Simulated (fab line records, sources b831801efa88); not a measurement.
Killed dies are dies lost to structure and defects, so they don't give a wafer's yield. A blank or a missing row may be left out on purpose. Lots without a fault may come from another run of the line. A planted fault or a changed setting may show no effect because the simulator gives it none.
A struck lot beside a sound one | flow gf180mcu | 15 steps out of a route of 602
Sound: wafers L143.1, L143.3, L143.5. Struck: wafers L145.2, L145.5, L145.6. The cause comes at the end.
At each step with rows: each side's tool, then ch and its chambers, then its first start. Under that, the readings that differ: sound wafers | struck wafers | difference of the means | sigmas: that difference in standard deviations of wafers without a fault.
alike: readings whose means differ by less than 2 such deviations, and words and numbers that are the same on both sides. not compared: withheld readings, readings that some wafer has no value for, bounds like >300 that may hide the same value, and numbers for which the record gives no deviation and whose values overlap.
The two part at a step that has a row with sigmas, a row that says differs or no value, or rows on one side only. Numbers that don't overlap but have no deviation are shown without sigmas and don't part them. A reading that every wafer of one side lacks parts them only if that side has two wafers or more.

GF_V3_CMP_04: polishes SiO2.
  sound on cmp-02 ch 1,2, day 22 00:56; struck on cmp-02 ch 1,2,3, day 23 00:40
  alike: motor_current_A, platen_rpm, time_to_endpoint_s
GF_V3_BOW_MEAS_05:
  sound on film_metro-01, day 22 01:14; struck on film_metro-04, day 23 00:53
  reading     | sound      | struck      | difference | sigmas
  V3_BOW (um) | 110 115 90 | 124 123 130 | +21        | +3
then, 8 steps without rows for these wafers: GF_V3_DEHYDRATE_06 (time 60 s); GF_V3_HMDS_07 (prime time 60 s); GF_V3_COAT_08; GF_V3_COAT_09 (resist thk 1000 nm); GF_V3_SOFTBAKE_10 (time 60 s); GF_V3_EXPOSE_11 (exposes mask Via3, target cd 260 nm); GF_V3_PEB_12 (peb time 90 s); GF_V3_DEVELOP_13 (develop time 60 s).
GF_V3_CD_MEAS_14: target cd 260 nm.
  sound on cd_sem-02, day 23 00:25; struck on cd_sem-02, day 23 23:05
  reading    | sound             | struck            | difference | sigmas
  cd_nm (nm) | 255.7 256.9 256.7 | 260.7 260.6 258.6 | +3.5       | +2
GF_V3_OVL_MEAS_15:
  sound on overlay-01, day 23 00:32; struck on overlay-01, day 23 23:11
  alike: V3_OVL
GF_V3_ETCH_16: etches BARC in N2/H2.
  sound on rie_diel-01 ch 1,2,3, day 23 00:34; struck on rie_diel-01 ch 0,1,3, day 23 23:13
  reading            | sound             | struck            | difference | sigmas
  rf_fwd_power_W (W) | 498.0 497.5 497.2 | 414.3 415.8 412.1 | -83.5      | -46
  alike: drypump_motor_current_A, oes_product_au, throttle_valve_pct
GF_V3_ETCH_17: etches SiO2 in C4F8/O2/Ar, stops on TiN, target depth 635 nm.
  sound on rie_diel-01 ch 1,2,3; struck on rie_diel-01 ch 0,1,3
  alike: oes_product_au, rf_fwd_power_W
-- the record jumps here: 6 days lie between the struck wafers' starts before and after (it left off in module V3 and takes up again in module PASSIVATION, whose first step shown is number 602 of the route) --
GF_PASSIVATION_PROBE_99:
  the record has rows for the struck wafers here (prober-02, day 30 07:34) and none for the sound ones

WHERE THEY PART
First at GF_V3_BOW_MEAS_05; last, within this record, at GF_PASSIVATION_PROBE_99.

WHY: what the simulator had put in
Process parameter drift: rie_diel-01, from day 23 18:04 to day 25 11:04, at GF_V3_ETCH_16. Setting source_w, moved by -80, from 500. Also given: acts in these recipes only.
